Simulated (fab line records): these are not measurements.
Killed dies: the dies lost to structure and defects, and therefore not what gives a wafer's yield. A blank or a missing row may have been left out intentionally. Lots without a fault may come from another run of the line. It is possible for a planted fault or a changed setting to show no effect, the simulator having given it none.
Split-lot experiment | flow sky130 | 23 wafers read from 5 lots, route of 708 steps

== THE SPLIT ==
At SKY_GATE_OXIDE_COAT_05 (resist thk 1140 nm), the setting resist_thk_nm was moved away from the recipe's 1140 nm on 6 of the 23 wafers read, by -4.6% to +5.0%. For the rest of the wafers, this setting stayed at what the recipe calls for.

The reading comes from the split's own step.

== THE READING ==
NOVOLAK_of_GATE_OXIDE_COAT_05.thk_nm (the simulator's own value, which no gauge read), in nm, at SKY_GATE_OXIDE_COAT_05 (resist thk 1140 nm). There is no usual value for it anywhere in the file. The 17 wafers here that ran the recipe average 1141 nm, standard deviation 1.7 nm.

wafer  | tool, chamber at the split | resist_thk_nm as run, nm | against the recipe | NOVOLAK_of_GATE_OXIDE_COAT_05.thk_nm, nm | against lot-mates on the recipe
L074.1 | litho_track-03, 0          | 1140                     | recipe             | 1140                                     | -
L074.6 | litho_track-03, 0          | 1140                     | recipe             | 1140                                     | -
L074.2 | litho_track-03, 0          | 1140                     | recipe             | 1139                                     | -
L074.3 | litho_track-03, 0          | 1140                     | recipe             | 1144                                     | -
L074.4 | litho_track-03, 0          | 1140                     | recipe             | 1141                                     | -
L076.2 | litho_track-04, 0          | 1158                     | +1.6%              | 1162                                     | +20
L076.3 | litho_track-04, 0          | 1140                     | recipe             | 1141                                     | -
L076.4 | litho_track-04, 0          | 1140                     | recipe             | 1141                                     | -
L076.5 | litho_track-04, 0          | 1140                     | recipe             | 1145                                     | -
L076.6 | litho_track-04, 0          | 1158                     | +1.6%              | 1161                                     | +19
L078.1 | litho_track-04, 0          | 1140                     | recipe             | 1143                                     | -
L078.2 | litho_track-04, 0          | 1197                     | +5.0%              | 1201                                     | +60
L078.6 | litho_track-04, 0          | 1197                     | +5.0%              | 1201                                     | +60
L078.3 | litho_track-04, 0          | 1140                     | recipe             | 1141                                     | -
L078.4 | litho_track-04, 0          | 1140                     | recipe             | 1140                                     | -
L080.2 | litho_track-03, 0          | 1140                     | recipe             | 1140                                     | -
L080.4 | litho_track-03, 0          | 1140                     | recipe             | 1143                                     | -
L080.6 | litho_track-03, 0          | 1140                     | recipe             | 1138                                     | -
L084.1 | litho_track-04, 0          | 1088                     | -4.6%              | 1091                                     | -50
L084.2 | litho_track-04, 0          | 1140                     | recipe             | 1141                                     | -
L084.6 | litho_track-04, 0          | 1140                     | recipe             | 1141                                     | -
L084.3 | litho_track-04, 0          | 1088                     | -4.6%              | 1090                                     | -51
L084.4 | litho_track-04, 0          | 1140                     | recipe             | 1140                                     | -

THE FIT
A straight line over all 23 wafers: NOVOLAK_of_GATE_OXIDE_COAT_05.thk_nm changes by +11.6 nm for each +1% of resist_thk_nm; r = +1.00; the points scatter about the line by 1.9 nm.
The same after taking each lot's own level away (the mean of its wafers on the recipe; 23 wafers): +11.5 nm for each +1%; r = +1.00; scatter 1.7 nm.
Per that fit: largest resist_thk_nm move, reading shift of 58 nm.
The lots' own levels span 1140.3 to 1142.3 nm, that is 1.2 times the standard deviation above.
Hence the lot-to-lot level has little effect on the slope; both slopes agree.
Check: for one of the wafers moved furthest among these (+5.0%), held out of the fit, the line's prediction against its lot-mates is +57.4 nm. It came out at +59.7 nm against them.

== THE OTHER SPLITS THESE WAFERS WENT THROUGH ==
Other splits were also applied to these wafers ahead of the reading. Each is held against what the fit with the lots' levels taken away leaves over:
other split on the same wafers           | wafers away from the commonest value | r with NOVOLAK_of_GATE_OXIDE_COAT_05.thk_nm (lot level and that fit taken away)
SKY_NWELL_IMPLANT_24 dose_cm2            | 8                                    | -0.07
SKY_VT_ADJUST_LVTN_COAT_02 resist_thk_nm | 9                                    | +0.20
SKY_VT_ADJUST_HVTR_COAT_02 spin_rpm      | 10                                   | -0.11
SKY_VT_ADJUST_HVTR_IMPLANT_09 energy_kev | 4                                    | -0.24
SKY_SONOS_TUNNEL_DEVELOP_06 dev_temp_c   | 9                                    | +0.21
SKY_SONOS_ONO_CVD_02 time_s              | 18                                   | -0.19
SKY_SONOS_ONO_EXPOSE_10 dose_mj          | 9                                    | +0.12

== THE FILE'S OWN FIT ==
NOVOLAK_of_GATE_OXIDE_COAT_05.thk_nm changes by +11.6 nm for each +1% of resist_thk_nm, r = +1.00.
